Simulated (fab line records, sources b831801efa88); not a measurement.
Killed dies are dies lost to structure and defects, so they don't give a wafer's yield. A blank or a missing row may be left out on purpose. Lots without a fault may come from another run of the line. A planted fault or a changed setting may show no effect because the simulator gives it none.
fab line records | flow gf180mcu
record lots=5 wafers=15 last_day=34
route steps=602 shown MIM@518 M5@526 V5@540
lots that met no fault: from a run of the same line without faults
start_h: hours from the record's first day to the start of the lot's first wafer shown | wait_h: hours since the lot's step before | " the same as in the row above | L1.1+2: a row that stands for several wafers | - no value, or no start given | * or withheld: withheld | < > ~ a bound
route shown NAME@n: a module of which the file shows steps, and the number in the route of the first | usual: mean/standard deviation of fault-free wafers | same: alike in all rows | chamber/n: place in a boat | sites: the reading at each site | _std_site: their standard deviation | _edge_site: outer sites' mean less inner sites' | radius_mm: how far each site lies from the wafer's centre | mask NAME#n: copy n | behind: the tool/chamber that last shaped the wafer | hold: why the lot was held/for how many hours/how that ended | device: the transistor (n, p or np) that didn't switch | end of line: the same wafers' tests at the end of the route | a step without rows: its recipe alone | killed: dies lost to structure and defects at the first sort, not the wafer's yield | map: a wafer's dies, x killed, . not, _ none there
set.NAME: the setting as run; set.NAME@STEP: as run at that earlier step | model.NAME: the simulator's own value behind a step, which no gauge read
lots at some steps of the route; a table a step, a row a wafer
services: from which hour (start_h, from the record's first day; less than 0 if before it) a tool's chamber was out of use, for how many hours, and why
## steps
# step GF_MIM_SOFTBAKE_15
# recipe temp_c=90 time_s=60 resist=NOVOLAK
# usual heater_power_total_W=56.60/0.044
# columns lot.wafer tool chamber start_h wait_h heater_power_total_W
L077.3 litho_track-02 0 598.85 0.1 56.71
L077.5 " 0 " " 56.61
L077.6 " 0 " " 56.66
L090.1 litho_track-02 0 701.05 0.1 56.60
L090.2 " 0 " " 56.55
L090.4 " 0 " " 56.60
L092.2 litho_track-03 0 714.78 0.1 56.66
L092.4 " 0 " " 56.62
L092.5 " 0 " " 56.58
L093.3 litho_track-03 0 717.71 0.1 56.62
L093.5 " 0 " " 56.58
L093.6 " 0 " " 56.57
L094.3 litho_track-03 0 723.56 0.1 56.65
L094.5 " 0 " " 56.55
L094.6 " 0 " " 56.67
# step GF_MIM_EXPOSE_16
# recipe mask_id=FuseTop target_cd_nm=2000 na=0.6 source_shape=conventional sigma_outer=0.6 dose_mj=140
# columns lot.wafer tool chamber start_h wait_h mask
L077.3+5+6 iline_stepper-01 0 - - FuseTop#0
L090.1+2+4 iline_stepper-02 0 - - FuseTop#0
L092.2+4+5 iline_stepper-02 0 - - FuseTop#0
L093.3+5+6 iline_stepper-02 0 - - FuseTop#0
L094.3+5+6 iline_stepper-01 0 - - FuseTop#0
# step GF_MIM_PEB_17
# recipe temp_c=withheld time_s=* resist=NOVOLAK
# columns lot.wafer tool chamber start_h wait_h
L077.3+5+6 litho_track-03 0 - -
L090.1+2+4 litho_track-02 0 - -
L092.2+4+5 litho_track-02 0 - -
L093.3+5+6 litho_track-02 0 - -
L094.3+5+6 litho_track-04 0 - -
# step GF_MIM_DEVELOP_18
# recipe develop_time_s=60.82 dev_temp_c=23
# columns lot.wafer tool chamber start_h wait_h
L077.3+5+6 litho_track-03 0 608.31 0.1
L090.1+2+4 litho_track-02 0 710.80 0.1
L092.2+4+5 litho_track-02 0 724.02 0.1
L093.3+5+6 litho_track-02 0 727.20 0.1
L094.3+5+6 litho_track-04 0 732.55 0.1
# step GF_MIM_METAL_ETCH_19
# recipe chemistry=Cl2/BCl3 mask_material=NOVOLAK stop_on=Si3N4 target_depth_nm=324.5 pressure_mtorr=8 icp_w=800 bias_w=140 Cl2_flow_sccm=80 bcl3_flow_sccm=40 time_s=54.1
# usual drypump_motor_current_A=5.7/0.39 oes_product_au=0.940/0.0063 throttle_valve_pct=28.285/0.01
# columns lot.wafer tool chamber start_h wait_h drypump_motor_current_A oes_product_au rf_hours_counter_h throttle_valve_pct
L077.3 rie_metal-01 0 608.43 0.1 5.2 0.945 - 28.300
L077.5 " 1 " " 5.9 0.938 - 28.290
L077.6 " 0 " " 5.2 0.943 - 28.283
L090.1 rie_metal-04 0 710.95 0.1 5.9 0.937 3 28.287
L090.2 " 1 " " 5.3 0.943 6 28.280
L090.4 " 0 " " 5.9 0.930 - 28.285
L092.2 rie_metal-04 0 724.15 0.1 5.9 0.926 4 28.281
L092.4 " 1 " " 5.3 0.937 - 28.291
L092.5 " 0 " " 5.9 0.926 - 28.318
L093.3 rie_metal-02 1 727.32 0.1 5.5 0.931 - 28.280
L093.5 " 1 " " 5.5 0.936 - 28.294
L093.6 " 0 " " 6.5 0.948 - 28.280
L094.3 rie_metal-04 0 732.67 0.1 5.9 0.942 - 28.289
L094.5 " 0 " " 5.9 0.951 - 28.270
L094.6 " 1 " " 5.4 0.949 - 28.273
# step GF_MIM_STRIP_20
# recipe chemistry=O2/N2 power_w=1400 pressure_mtorr=1500 platen_temp_c=250 o2_flow_sccm=3000 n2_flow_sccm=300 overash_fraction=0.5
# usual drypump_motor_current_A=5.6/0.33 heater_power_w=341/22 n2_flow_sccm=300.1/0.94 oes_product_au=0.691/0.0047 strip_time_to_endpoint_s=11.20/0.039
# columns lot.wafer tool chamber start_h wait_h drypump_motor_current_A heater_power_w n2_flow_sccm oes_product_au rf_hours_counter_h strip_time_to_endpoint_s
L077.3 plasma_asher-02 1 608.51 0.1 5.3 334 300.0 0.684 - 11.12
L077.5 " 1 " " 5.4 337 300.6 0.693 - 11.22
L077.6 " 0 " " 6.2 303 298.7 0.693 - 11.15
L090.1 plasma_asher-02 1 711.02 0.0 5.4 326 301.1 0.693 32 11.20
L090.2 " 0 " " 6.2 303 301.6 0.693 32 11.21
L090.4 " 0 " " 6.2 307 301.6 0.687 - 11.20
L092.2 plasma_asher-04 0 724.22 0.0 5.5 344 301.3 0.695 107 11.21
L092.4 " 0 " " 5.5 338 300.5 0.690 - 11.23
L092.5 " 0 " " 5.5 335 300.9 0.685 - 11.21
L093.3 plasma_asher-02 0 727.40 0.1 6.2 306 301.3 0.685 - 11.14
L093.5 " 1 " " 5.4 328 300.4 0.686 - 11.15
L093.6 " 0 " " 6.2 305 301.9 0.691 - 11.19
L094.3 plasma_asher-03 1 732.75 0.1 5.2 374 300.3 0.691 - 11.17
L094.5 " 1 " " 5.3 377 300.8 0.692 - 11.22
L094.6 " 0 " " 5.9 349 299.4 0.694 - 11.23
# step GF_MIM_STRIP_21
# recipe chemistry=post_etch_residue_remover time_s=1200 temp_c=72.5
# columns lot.wafer tool chamber start_h wait_h
L077.3+5+6 wet_bench-04 2 608.58 0.0
L090.1+2+4 wet_bench-02 3 711.12 0.1
L092.2+4+5 wet_bench-04 1 724.32 0.1
L093.3+5+6 wet_bench-02 1 727.47 0.0
L094.3+5+6 wet_bench-04 0 732.82 0.0
# step GF_MIM_CLEAN_22
# recipe chemistry=DIW dry=n2_spin
# columns lot.wafer tool chamber start_h wait_h
L077.3+5+6 wet_bench-02 1 608.95 0.0
L090.1+2+4 wet_bench-03 3 711.86 0.0
L092.2+4+5 wet_bench-03 3 724.69 0.0
L093.3+5+6 wet_bench-04 3 727.81 0.0
L094.3+5+6 wet_bench-03 2 733.16 0.0
# step GF_M5_DEHYDRATE_00
# recipe temp_c=200 time_s=60
# usual heater_power_total_W=160.38/0.13
# columns lot.wafer tool chamber start_h wait_h heater_power_total_W
L077.3 litho_track-03 0 619.21 10.1 160.25
L077.5 " 0 " " 160.30
L077.6 " 0 " " 160.40
L090.1 litho_track-02 0 719.05 7.1 160.36
L090.2 " 0 " " 160.44
L090.4 " 0 " " 160.41
L092.2 litho_track-01 0 732.74 8.0 160.42
L092.4 " 0 " " 160.53
L092.5 " 0 " " 160.57
L093.3 litho_track-01 0 735.32 7.4 160.47
L093.5 " 0 " " 160.31
L093.6 " 0 " " 160.39
L094.3 litho_track-02 0 740.90 7.6 160.32
L094.5 " 0 " " 160.46
L094.6 " 0 " " 160.36
# step GF_M5_HMDS_01
# recipe prime_time_s=60 prime_temp_c=120
# columns lot.wafer tool chamber start_h wait_h
L077.3+5+6 litho_track-03 0 619.36 0.1
L090.1+2+4 litho_track-02 0 719.20 0.1
L092.2+4+5 litho_track-01 0 732.89 0.1
L093.3+5+6 litho_track-01 0 735.47 0.1
L094.3+5+6 litho_track-02 0 741.05 0.1
# step GF_M5_COAT_02
# recipe resist=KrF spin_rpm=withheld resist_thk_nm=1000
# columns lot.wafer tool chamber start_h wait_h
L077.3+5+6 litho_track-03 0 619.51 0.1
L090.1+2+4 litho_track-02 0 719.35 0.1
L092.2+4+5 litho_track-01 0 733.04 0.1
L093.3+5+6 litho_track-01 0 735.62 0.1
L094.3+5+6 litho_track-02 0 741.20 0.1
# step GF_M5_SOFTBAKE_03
# recipe temp_c=130 time_s=60 resist=KrF
# usual heater_power_total_W=93.06/0.051
# columns lot.wafer tool chamber start_h wait_h heater_power_total_W
L077.3 litho_track-03 0 619.66 0.1 93.04
L077.5 " 0 " " 93.09
L077.6 " 0 " " 93.08
L090.1 litho_track-02 0 719.50 0.1 93.13
L090.2 " 0 " " 93.07
L090.4 " 0 " " 93.07
L092.2 litho_track-01 0 733.19 0.1 93.13
L092.4 " 0 " " 93.10
L092.5 " 0 " " 93.04
L093.3 litho_track-01 0 735.77 0.1 92.95
L093.5 " 0 " " 93.09
L093.6 " 0 " " 93.12
L094.3 litho_track-02 0 741.35 0.1 93.03
L094.5 " 0 " " 93.04
L094.6 " 0 " " 93.07
# step GF_M5_EXPOSE_04
# recipe mask_id=Metal5 target_cd_nm=280 na=0.68 source_shape=conventional sigma_outer=0.6 dose_mj=28
# columns lot.wafer tool chamber start_h wait_h mask
L077.3+5+6 krf_scanner-02 0 - - Metal5#0
L090.1+2+4 krf_scanner-01 0 - - Metal5#0
L092.2+4+5 krf_scanner-01 0 - - Metal5#0
L093.3+5+6 krf_scanner-01 0 - - Metal5#0
L094.3+5+6 krf_scanner-01 0 - - Metal5#0
# step GF_M5_PEB_05
# recipe peb_temp_c=135 peb_time_s=90 resist=KrF
# usual heater_power_total_W=85.69/0.083
# columns lot.wafer tool chamber start_h wait_h heater_power_total_W
L077.3 litho_track-01 0 - - 85.77
L077.5 " 0 " " 85.63
L077.6 " 0 " " 85.77
L090.1 litho_track-01 0 - - 85.69
L090.2 " 0 " " 85.80
L090.4 " 0 " " 85.68
L092.2 litho_track-02 0 - - 85.61
L092.4 " 0 " " 85.80
L092.5 " 0 " " 85.63
L093.3 litho_track-01 0 - - 85.87
L093.5 " 0 " " 85.78
L093.6 " 0 " " 85.54
L094.3 litho_track-01 0 - - 85.53
L094.5 " 0 " " 85.62
L094.6 " 0 " " 85.70
# step GF_M5_DEVELOP_06
# recipe develop_time_s=60 dev_temp_c=21
# columns lot.wafer tool chamber start_h wait_h
L077.3+5+6 litho_track-01 0 629.62 0.1
L090.1+2+4 litho_track-01 0 728.47 0.2
L092.2+4+5 litho_track-02 0 741.67 0.2
L093.3+5+6 litho_track-01 0 744.52 0.1
L094.3+5+6 litho_track-01 0 750.12 0.1
# step GF_M5_CD_MEAS_07
# recipe target_cd_nm=280
# usual cd_nm=280.3/1.1
# columns lot.wafer tool chamber start_h wait_h cd_nm
L077.3 cd_sem-01 - 629.81 0.2 279.9
L077.5 " - " " 280.8
L077.6 " - " " 279.9
L090.1 cd_sem-02 - 728.62 0.1 278.0
L090.2 " - " " 279.6
L090.4 " - " " 278.8
L092.2 cd_sem-01 - 741.82 0.1 281.2
L092.4 " - " " 280.2
L092.5 " - " " 280.2
L093.3 cd_sem-01 - 744.66 0.1 280.2
L093.5 " - " " 280.5
L093.6 " - " " 279.8
L094.3 cd_sem-01 - 750.26 0.1 277.7
L094.5 " - " " 278.5
L094.6 " - " " 278.0
# step GF_M5_OVL_MEAS_08
# usual M5_OVL=4/6.3
# columns lot.wafer tool chamber start_h wait_h M5_OVL[nm]
L077.3 overlay-01 - 629.90 0.1 -4
L077.5 " - " " -1
L077.6 " - " " 1
L090.1 overlay-02 - 728.74 0.1 9
L090.2 " - " " 3
L090.4 " - " " 6
L092.2 overlay-01 - 741.92 0.1 -2
L092.4 " - " " 3
L092.5 " - " " -7
L093.3 overlay-01 - 744.75 0.1 1
L093.5 " - " " 4
L093.6 " - " " -2
L094.3 overlay-02 - 750.35 0.1 8
L094.5 " - " " 8
L094.6 " - " " 11
# step GF_M5_ETCH_09
# recipe chemistry=CF4/O2 target=Si3N4 target_depth_nm=52 source_w=800 bias_w=150 pressure_mtorr=150 cf4_flow_sccm=80 O2_flow_sccm=10 time_s=11.6
# usual drypump_motor_current_A=5.9/0.43 oes_product_au=0.998/0.01 throttle_valve_pct=5.970/0.0095
# columns lot.wafer tool chamber start_h wait_h drypump_motor_current_A oes_product_au rf_hours_counter_h throttle_valve_pct
L077.3 rie_diel-04 1 629.93 0.0 5.3 0.999 2 5.977
L077.5 " 1 " " 5.3 0.996 - 5.964
L077.6 " 0 " " 6.1 0.990 - 5.953
L090.1 rie_diel-01 1 728.78 0.0 6.5 0.992 6 5.975
L090.2 " 0 " " 5.6 0.992 1 5.974
L090.4 " 3 " " 6.5 1.003 13 5.968
L092.2 rie_diel-03 3 741.95 0.0 6.1 0.997 0 5.969
L092.4 " 0 " " 5.3 0.989 - 5.965
L092.5 " 2 " " 5.8 0.988 - 5.966
L093.3 rie_diel-01 2 744.78 0.0 5.8 1.004 8 5.976
L093.5 " 0 " " 5.6 1.009 - 5.980
L093.6 " 1 " " 6.5 0.998 - 5.953
L094.3 rie_diel-01 3 750.38 0.0 6.5 1.001 14 5.983
L094.5 " 0 " " 5.6 1.002 - 5.964
L094.6 " 3 " " 6.5 0.999 - 5.970
# step GF_M5_METAL_ETCH_10
# recipe chemistry=Cl2/BCl3 mask_material=KrF target_depth_nm=750.8 stop_on=SiO2 pressure_mtorr=8 icp_w=800 bias_w=140 Cl2_flow_sccm=80 bcl3_flow_sccm=40 time_s=125.1
# usual drypump_motor_current_A=5.9/0.43 oes_product_au=0.991/0.0068 throttle_valve_pct=28.230/0.01
# columns lot.wafer tool chamber start_h wait_h drypump_motor_current_A oes_product_au rf_hours_counter_h throttle_valve_pct
L077.3 rie_metal-01 1 629.99 0.1 5.9 0.996 - 28.237
L077.5 " 0 " " 5.3 0.988 - 28.230
L077.6 " 1 " " 5.9 0.990 - 28.241
L090.1 rie_metal-02 1 728.80 0.0 5.5 0.993 6 28.224
L090.2 " 0 " " 6.5 0.989 11 28.243
L090.4 " 1 " " 5.5 0.997 - 28.220
L092.2 rie_metal-03 1 742.02 0.1 6.3 0.980 - 28.230
L092.4 " 1 " " 6.3 0.987 - 28.226
L092.5 " 1 " " 6.3 0.980 - 28.234
L093.3 rie_metal-03 1 744.84 0.1 6.3 0.992 - 28.224
L093.5 " 0 " " 5.8 0.976 - 28.260
L093.6 " 1 " " 6.3 0.988 - 28.230
L094.3 rie_metal-02 0 750.44 0.1 6.5 0.988 - 28.226
L094.5 " 0 " " 6.4 0.983 - 28.229
L094.6 " 1 " " 5.5 1.000 - 28.232
# step GF_M5_STRIP_11
# recipe chemistry=O2/N2 power_w=1400 pressure_mtorr=1500 platen_temp_c=250 o2_flow_sccm=3000 n2_flow_sccm=300 overash_fraction=0.5
# usual drypump_motor_current_A=5.7/0.34 heater_power_w=357/29 n2_flow_sccm=300.1/0.91 oes_product_au=0.523/0.0048 strip_time_to_endpoint_s=7.04/0.062
# columns lot.wafer tool chamber start_h wait_h drypump_motor_current_A heater_power_w n2_flow_sccm oes_product_au rf_hours_counter_h strip_time_to_endpoint_s
L077.3 plasma_asher-01 1 630.11 0.1 6.1 394 298.6 0.518 - 7.05
L077.5 " 1 " " 6.1 396 299.5 0.514 - 6.98
L077.6 " 0 " " 5.6 328 299.6 0.521 - 7.11
L090.1 plasma_asher-01 1 728.93 0.1 6.1 393 298.6 0.517 65 6.98
L090.2 " 0 " " 5.6 325 300.4 0.526 65 7.09
L090.4 " 0 " " 5.6 331 301.6 0.521 - 7.02
L092.2 plasma_asher-01 1 742.23 0.2 6.1 403 299.2 0.518 67 7.11
L092.4 " 1 " " 6.1 400 300.5 0.530 - 7.14
L092.5 " 1 " " 6.1 408 299.3 0.526 - 7.15
L093.3 plasma_asher-03 1 744.96 0.1 5.3 368 301.4 0.528 - 7.11
L093.5 " 1 " " 5.2 358 301.1 0.527 - 7.14
L093.6 " 0 " " 5.9 357 301.6 0.522 - 7.07
L094.3 plasma_asher-01 1 750.56 0.1 6.1 405 299.1 0.524 - 7.07
L094.5 " 1 " " 6.1 403 298.4 0.520 - 7.07
L094.6 " 0 " " 5.6 321 300.6 0.521 - 6.95
# step GF_M5_STRIP_12
# recipe chemistry=post_etch_residue_remover time_s=1200 temp_c=72.5
# columns lot.wafer tool chamber start_h wait_h
L077.3+5+6 wet_bench-04 0 630.18 0.0
L090.1+2+4 wet_bench-04 1 729.03 0.1
L092.2+4+5 wet_bench-01 2 742.33 0.1
L093.3+5+6 wet_bench-04 1 745.03 0.0
L094.3+5+6 wet_bench-04 0 750.63 0.0
# step GF_M5_CLEAN_13
# recipe chemistry=DIW dry=n2_spin
# columns lot.wafer tool chamber start_h wait_h
L077.3+5+6 wet_bench-04 3 630.55 0.0
L090.1+2+4 wet_bench-01 1 729.37 0.0
L092.2+4+5 wet_bench-03 1 742.67 0.0
L093.3+5+6 wet_bench-03 1 745.40 0.0
L094.3+5+6 wet_bench-03 3 750.97 0.0
# step GF_V5_CVD_00
# recipe material=SiO2 target_thk_nm=300 sigma_open_frac=0.3 temp_c=400 time_s=50 sih4_flow_sccm=57.8 pressure_mtorr=6
# columns lot.wafer tool chamber start_h wait_h
L077.3+5+6 hdpcvd-01 2,1,2 630.65 0.0
L090.1+2+4 hdpcvd-02 1,2,0 729.46 0.0
L092.2+4+5 hdpcvd-02 0,0,2 742.77 0.0
L093.3+5+6 hdpcvd-01 2,0,1 745.49 0.0
L094.3+5+6 hdpcvd-01 0,0,1 751.06 0.0
# step GF_V5_THK_MEAS_01
# recipe reads=SiO2_of_V5_CVD_00
# usual V5_CVD_00_THK=290/3.2
# columns lot.wafer tool chamber start_h wait_h V5_CVD_00_THK[nm]
L077.3 film_metro-02 - 630.72 0.0 296
L077.5 " - " " 290
L077.6 " - " " 293
L090.1 film_metro-04 - 729.51 0.0 289
L090.2 " - " " 290
L090.4 " - " " 284
L092.2 film_metro-04 - 742.82 0.0 288
L092.4 " - " " 289
L092.5 " - " " 287
L093.3 film_metro-02 - 745.56 0.0 293
L093.5 " - " " 292
L093.6 " - " " 284
L094.3 film_metro-04 - 751.13 0.0 290
L094.5 " - " " 286
L094.6 " - " " 283
# step GF_V5_CVD_02
# recipe material=SiO2 target_thk_nm=1450 precursor=TEOS temp_c=400 time_s=163.28 rf_w=600
# usual heater_power_w=687/110
# columns lot.wafer tool chamber start_h wait_h heater_power_w
L077.3 pecvd-02 2 630.76 0.0 698
L077.5 " 2 " " 569
L077.6 " 1 " " 553
L090.1 pecvd-03 2 729.57 0.1 645
L090.2 " 0 " " 805
L090.4 " 2 " " 545
L092.2 pecvd-03 1 742.87 0.0 702
L092.4 " 0 " " 917
L092.5 " 1 " " 754
L093.3 pecvd-04 0 745.60 0.0 608
L093.5 " 0 " " 677
L093.6 " 2 " " 490
L094.3 pecvd-03 1 751.17 0.0 714
L094.5 " 0 " " 916
L094.6 " 1 " " 619
# step GF_V5_THK_MEAS_03
# recipe reads=SiO2_of_V5_CVD_02
# usual V5_CVD_02_THK=1451/20
# columns lot.wafer tool chamber start_h wait_h V5_CVD_02_THK[nm]
L077.3 film_metro-04 - 630.88 0.1 1435
L077.5 " - " " 1454
L077.6 " - " " 1447
L090.1 film_metro-03 - 729.67 0.1 1429
L090.2 " - " " 1458
L090.4 " - " " 1450
L092.2 film_metro-03 - 742.99 0.1 1433
L092.4 " - " " 1455
L092.5 " - " " 1451
L093.3 film_metro-04 - 745.72 0.1 1468
L093.5 " - " " 1490
L093.6 " - " " 1487
L094.3 film_metro-02 - 751.29 0.1 1441
L094.5 " - " " 1471
L094.6 " - " " 1454
# step GF_V5_CMP_04
# recipe material=SiO2 down_force_psi=4 platen_rpm=60 pad_velocity_m_s=0.94248
# usual motor_current_A=12.2/1.7
# columns lot.wafer tool chamber start_h wait_h motor_current_A
L077.3 cmp-01 2 630.98 0.1 12.8
L077.5 " 1 " " 13.8
L077.6 " 2 " " 12.4
L090.1 cmp-01 0 729.73 0.1 13.4
L090.4 " 2 " " 12.2
L090.2 " 3 " " 10.3
L092.4 cmp-02 2 743.04 0.0 12.0
L092.2 " 0 " " 14.8
L092.5 " 2 " " 12.1
L093.3 cmp-01 3 745.91 0.2 10.9
L093.5 " 0 " " 12.8
L093.6 " 1 " " 12.9
L094.3 cmp-01 0 751.48 0.2 13.4
L094.6 " 1 " " 13.7
L094.5 " 2 " " 12.8
# step GF_V5_BOW_MEAS_05
# recipe mode=bow
# usual V5_BOW=137/9.6
# columns lot.wafer tool chamber start_h wait_h V5_BOW[um]
L077.3 film_metro-02 - 631.27 0.2 155
L077.5 " - " " 143
L077.6 " - " " 145
L090.1 film_metro-03 - 730.03 0.2 159
L090.2 " - " " 151
L090.4 " - " " 153
L092.2 film_metro-04 - 743.36 0.2 144
L092.4 " - " " 141
L092.5 " - " " 147
L093.3 film_metro-03 - 746.10 0.1 123
L093.5 " - " " 126
L093.6 " - " " 121
L094.3 film_metro-04 - 751.67 0.1 139
L094.5 " - " " 137
L094.6 " - " " 136
# step GF_V5_DEHYDRATE_06
# recipe temp_c=200 time_s=60
# usual heater_power_total_W=160.37/0.13
# columns lot.wafer tool chamber start_h wait_h heater_power_total_W
L077.3 litho_track-04 0 641.00 9.7 160.35
L077.5 " 0 " " 160.41
L077.6 " 0 " " 160.35
L090.1 litho_track-04 0 737.30 7.2 160.30
L090.2 " 0 " " 160.23
L090.4 " 0 " " 160.33
L092.2 litho_track-03 0 750.98 7.6 160.47
L092.4 " 0 " " 160.11
L092.5 " 0 " " 160.51
L093.3 litho_track-03 0 753.61 7.5 160.46
L093.5 " 0 " " 160.32
L093.6 " 0 " " 160.43
L094.3 litho_track-01 0 759.42 7.7 160.32
L094.5 " 0 " " 160.38
L094.6 " 0 " " 160.55
# step GF_V5_HMDS_07
# recipe prime_time_s=60 prime_temp_c=120
# columns lot.wafer tool chamber start_h wait_h
L077.3+5+6 litho_track-04 0 641.15 0.1
L090.1+2+4 litho_track-04 0 737.45 0.1
L092.2+4+5 litho_track-03 0 751.13 0.1
L093.3+5+6 litho_track-03 0 753.76 0.1
L094.3+5+6 litho_track-01 0 759.57 0.1
# step GF_V5_COAT_08
# recipe resist=BARC temp_c=withheld time_s=withheld spin_rpm=withheld resist_thk_nm=withheld
# columns lot.wafer tool chamber start_h wait_h
L077.3+5+6 litho_track-04 0 641.30 0.1
L090.1+2+4 litho_track-04 0 737.60 0.1
L092.2+4+5 litho_track-03 0 751.28 0.1
L093.3+5+6 litho_track-03 0 753.91 0.1
L094.3+5+6 litho_track-01 0 759.72 0.1
# step GF_V5_COAT_09
# recipe resist=KrF spin_rpm=withheld resist_thk_nm=1000
# columns lot.wafer tool chamber start_h wait_h
L077.3+5+6 litho_track-04 0 - -
L090.1+2+4 litho_track-04 0 - -
L092.2+4+5 litho_track-03 0 - -
L093.3+5+6 litho_track-03 0 - -
L094.3+5+6 litho_track-01 0 - -
# step GF_V5_SOFTBAKE_10
# recipe temp_c=130 time_s=60 resist=KrF
# usual heater_power_total_W=93.05/0.059
# columns lot.wafer tool chamber start_h wait_h heater_power_total_W
L077.3 litho_track-04 0 - - 93.03
L077.5 " 0 " " 93.07
L077.6 " 0 " " 93.17
L090.1 litho_track-04 0 - - 92.96
L090.2 " 0 " " 93.10
L090.4 " 0 " " 93.05
L092.2 litho_track-03 0 - - 93.14
L092.4 " 0 " " 93.03
L092.5 " 0 " " 92.95
L093.3 litho_track-03 0 - - 93.09
L093.5 " 0 " " 93.05
L093.6 " 0 " " 93.07
L094.3 litho_track-01 0 - - 93.07
L094.5 " 0 " " 93.05
L094.6 " 0 " " 93.05
# step GF_V5_EXPOSE_11
# recipe mask_id=Via5 target_cd_nm=260 na=0.68 source_shape=conventional sigma_outer=0.6 dose_mj=38
# columns lot.wafer tool chamber start_h wait_h mask
L077.3+5+6 krf_scanner-02 0 - - Via5#0
L090.1+2+4 krf_scanner-02 0 - - Via5#0
L092.2+4+5 krf_scanner-01 0 - - Via5#0
L093.3+5+6 krf_scanner-01 0 - - Via5#0
L094.3+5+6 krf_scanner-01 0 - - Via5#0
# step GF_V5_PEB_12
# recipe peb_temp_c=135 peb_time_s=90 resist=KrF
# usual heater_power_total_W=85.69/0.085
# columns lot.wafer tool chamber start_h wait_h heater_power_total_W
L077.3 litho_track-03 0 - - 85.75
L077.5 " 0 " " 85.55
L077.6 " 0 " " 85.63
L090.1 litho_track-03 0 - - 85.58
L090.2 " 0 " " 85.68
L090.4 " 0 " " 85.71
L092.2 litho_track-03 0 - - 85.60
L092.4 " 0 " " 85.62
L092.5 " 0 " " 85.60
L093.3 litho_track-03 0 - - 85.53
L093.5 " 0 " " 85.75
L093.6 " 0 " " 85.83
L094.3 litho_track-04 0 - - 85.63
L094.5 " 0 " " 85.75
L094.6 " 0 " " 85.60
# step GF_V5_DEVELOP_13
# recipe develop_time_s=60 resist=KrF dev_temp_c=21
# columns lot.wafer tool chamber start_h wait_h
L077.3+5+6 litho_track-03 0 651.36 0.1
L090.1+2+4 litho_track-03 0 746.81 0.2
L092.2+4+5 litho_track-03 0 759.88 0.2
L093.3+5+6 litho_track-03 0 762.26 0.1
L094.3+5+6 litho_track-04 0 768.10 0.1
# step GF_V5_CD_MEAS_14
# recipe target_cd_nm=260
# usual cd_nm=259.7/1.2
# columns lot.wafer tool chamber start_h wait_h cd_nm
L077.3 cd_sem-01 - 651.57 0.2 258.7
L077.5 " - " " 258.5
L077.6 " - " " 257.7
L090.1 cd_sem-02 - 746.96 0.1 260.7
L090.2 " - " " 259.3
L090.4 " - " " 260.9
L092.2 cd_sem-01 - 760.03 0.1 261.6
L092.4 " - " " 260.5
L092.5 " - " " 261.0
L093.3 cd_sem-02 - 762.40 0.1 259.2
L093.5 " - " " 260.2
L093.6 " - " " 258.9
L094.3 cd_sem-01 - 768.24 0.1 257.7
L094.5 " - " " 257.8
L094.6 " - " " 257.9
# step GF_V5_OVL_MEAS_15
# usual V5_OVL=-2/5.4
# columns lot.wafer tool chamber start_h wait_h V5_OVL[nm]
L077.3 overlay-01 - 651.66 0.1 -5
L077.5 " - " " -3
L077.6 " - " " 1
L090.1 overlay-02 - 747.08 0.1 4
L090.2 " - " " 5
L090.4 " - " " 4
L092.2 overlay-01 - 760.13 0.1 -2
L092.4 " - " " 3
L092.5 " - " " 7
L093.3 overlay-02 - 762.49 0.1 -9
L093.5 " - " " -10
L093.6 " - " " -6
L094.3 overlay-02 - 768.33 0.1 -1
L094.5 " - " " -1
L094.6 " - " " 0
# step GF_V5_ETCH_16
# recipe chemistry=N2/H2 target_depth_a=withheld overetch_a=withheld time_s=withheld target=BARC ion_energy_ev=200 source_w=500 bias_w=100 pressure_mtorr=30 n2_flow_sccm=100 h2_flow_sccm=200
# usual drypump_motor_current_A=5.8/0.5 n2_flow_sccm=100.0/0.32 oes_product_au=0.854/0.0049 throttle_valve_pct=13.225/0.0097
# columns lot.wafer tool chamber start_h wait_h drypump_motor_current_A n2_flow_sccm oes_product_au throttle_valve_pct
L077.3 rie_diel-04 2 651.69 0.0 6.0 100.2 0.852 13.236
L077.5 " 3 " " 5.1 99.5 0.859 13.222
L077.6 " 0 " " 6.1 100.0 0.846 13.212
L090.1 rie_diel-04 1 747.11 0.0 5.3 99.7 0.855 13.216
L090.2 " 0 " " 6.1 100.2 0.855 13.228
L090.4 " 2 " " 6.0 99.8 0.851 13.227
L092.2 rie_diel-01 1 760.16 0.0 6.5 100.1 0.850 13.223
L092.4 " 3 " " 6.5 99.7 0.856 13.229
L092.5 " 2 " " 5.8 100.0 0.849 13.230
L093.3 rie_diel-01 3 762.51 0.0 6.5 99.9 0.853 13.218
L093.5 " 3 " " 6.5 100.1 0.859 13.217
L093.6 " 2 " " 5.8 99.6 0.857 13.227
L094.3 rie_diel-01 1 768.35 0.0 6.5 100.1 0.867 13.218
L094.5 " 3 " " 6.5 99.4 0.855 13.224
L094.6 " 0 " " 5.6 100.0 0.865 13.214
# step GF_V5_ETCH_17
# recipe chemistry=C4F8/O2/Ar mask_material=KrF target=SiO2 stop_on=TiN source_w=1500 bias_w=1200 pressure_mtorr=40 c4f8_flow_sccm=withheld O2_flow_sccm=6 Ar_flow_sccm=300 time_s=withheld target_depth_a=8550
# usual oes_product_au=0.859/0.0048
# columns lot.wafer tool chamber start_h wait_h oes_product_au
L077.3 rie_diel-04 2 - - 0.861
L077.5 " 3 " " 0.855
L077.6 " 0 " " 0.863
L090.1 rie_diel-04 1 - - 0.856
L090.2 " 0 " " 0.858
L090.4 " 2 " " 0.856
L092.2 rie_diel-01 1 - - 0.866
L092.4 " 3 " " 0.855
L092.5 " 2 " " 0.861
L093.3 rie_diel-01 3 - - 0.863
L093.5 " 3 " " 0.865
L093.6 " 2 " " 0.857
L094.3 rie_diel-01 1 - - 0.860
L094.5 " 3 " " 0.867
L094.6 " 0 " " 0.857
## services
# columns tool chamber start_h hours kind
krf_scanner-02 - 577.07 0.2 repair
iline_stepper-02 - 596.69 3.1 repair
iline_stepper-02 - 597.19 16.5 repair
rie_diel-04 3 600.01 1.9 repair
cmp-01 - 613.92 3.5 pm
rie_metal-02 0 618.08 1.4 repair
krf_scanner-02 - 626.78 1.3 pm
krf_scanner-01 - 631.97 1.3 pm
krf_scanner-02 - 633.27 0.8 pm
rie_diel-04 1 637.07 18.3 repair
krf_scanner-02 - 640.62 1.0 pm
plasma_asher-01 - 645.07 1.0 repair
rie_diel-01 1 654.25 7.8 repair
krf_scanner-01 - 654.76 0.4 repair
krf_scanner-01 - 677.45 0.8 pm
wet_bench-03 - 679.78 1.7 repair
krf_scanner-01 - 684.88 0.5 repair
krf_scanner-01 - 686.37 0.3 repair
krf_scanner-01 - 696.21 0.2 repair
cmp-01 - 716.62 2.4 repair
rie_diel-04 3 722.82 3.3 repair
rie_diel-01 2 724.47 3.8 repair
krf_scanner-01 - 730.28 1.0 pm
rie_diel-01 0 762.06 2.0 repair
## key
fault none
